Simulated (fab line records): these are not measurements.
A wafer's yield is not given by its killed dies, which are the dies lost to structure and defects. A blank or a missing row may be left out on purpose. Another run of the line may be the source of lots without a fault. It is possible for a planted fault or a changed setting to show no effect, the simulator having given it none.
Problem report, 8D (eight disciplines) form, completed by code || flow sky130 || the parts of the form that need people (team, actions taken, sign-off) are left out

== 1. THE PROBLEM ==
Wafers without a fault read 380.0 nm, standard deviation 2.2; cd_nm at SKY_LDD_P_CD_MEAS_07 reads a mean of 348.2 nm on 6 wafers belonging to 2 lots. Measured from the usual mean, that is -14 standard deviations.
The step: target cd 380 nm.
The first sign was on wafer L944.1 at day 24 11:49, on cd_sem-02. The record has a number at this step for 42 wafers belonging to 14 lots. Rule for "out", or "out of limits": more than 4 standard deviations from the usual mean. All remaining wafers that have a number are taken as sound.

== 2. WHAT IT IS, WHAT IT ISN'T ==
{"question": "which readings at this step", "is": "cd_nm", "is not": "-"}
{"question": "which lots", "is": "L944, L946", "is not": "L930, L932, L933, L935, L937, L939, L940, L941, L942, L945, L952, L953"}
{"question": "which wafers of those lots", "is": "all that have a number", "is not": "-"}
{"question": "read on which gauges", "is": "cd_sem-02", "is not": "cd_sem-01"}
{"question": "when", "is": "from day 24 11:49", "is not": "up to then (27 sound wafers); but 9 sound wafers of L945, L952, L953 came after"}

== 3. SUSPECTS, AND WHAT RULES EACH OUT ==
Counting: a tool at a process step up to the reading stays a suspect if it ran every lot that is out and no sound lot after the first of them.
- the gauge at SKY_LDD_P_CD_MEAS_07: kept. All the wafers that are out were read on cd_sem-02, and no step on other tools shows them out.
- litho_track-01 at SKY_LDD_P_DEVELOP_06 (develop time 60 s): kept. All lots that are out passed through it, beginning with L944 at day 24 11:40, and no sound lot followed; its final sound lot before that point was L942 at day 23 08:52.
After counting, litho_track-01 at SKY_LDD_P_DEVELOP_06 and cd_sem-02 at SKY_LDD_P_CD_MEAS_07 remain.

== 4. THE CAUSE (what the simulator had put in) ==
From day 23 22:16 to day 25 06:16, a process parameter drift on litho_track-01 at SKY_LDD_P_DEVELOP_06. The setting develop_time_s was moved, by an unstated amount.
Counting left 2 suspects, and this tool is among them.

== 5. SEQUENCE OF EFFECTS, ordered by route ==
Rows list readings where the struck wafers' mean (over those with a number) sits beyond 3 standard deviations from the usual. Only readings whose record carries a usual standard deviation are examined. hours: median over the lots of the time between each lot's start at the first step of this table that gives one and its start at this step. sigmas: the change, counted in usual standard deviations.
{"hours": 0, "step": "SKY_LDD_P_CD_MEAS_07", "reading": "cd_nm", "usual": "380.0 nm", "on struck wafers": 348.2, "change": -31.8, "sigmas": -14}
At these later measuring or inspecting steps, every struck wafer for which the step has a row has a number for every such reading, and none has moved that far: SKY_LDD_LDN_OVL_MEAS_07.

== 6. WHAT WOULD HAVE CAUGHT IT SOONER ==
14 hours passed between the start of the fault at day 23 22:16 and the first reading out of limits at a measuring or inspecting step in this record, taken at day 24 11:49.
An alarm limit of 4 standard deviations would not have fired on the tool readings at SKY_LDD_P_DEVELOP_06 for which the record gives a usual standard deviation, since none of them was out on any struck wafer.
Among the 2 lots that are out, L946 began SKY_LDD_P_DEVELOP_06 on litho_track-01 after day 24 11:49. Putting the tool on hold at that point would have spared it.
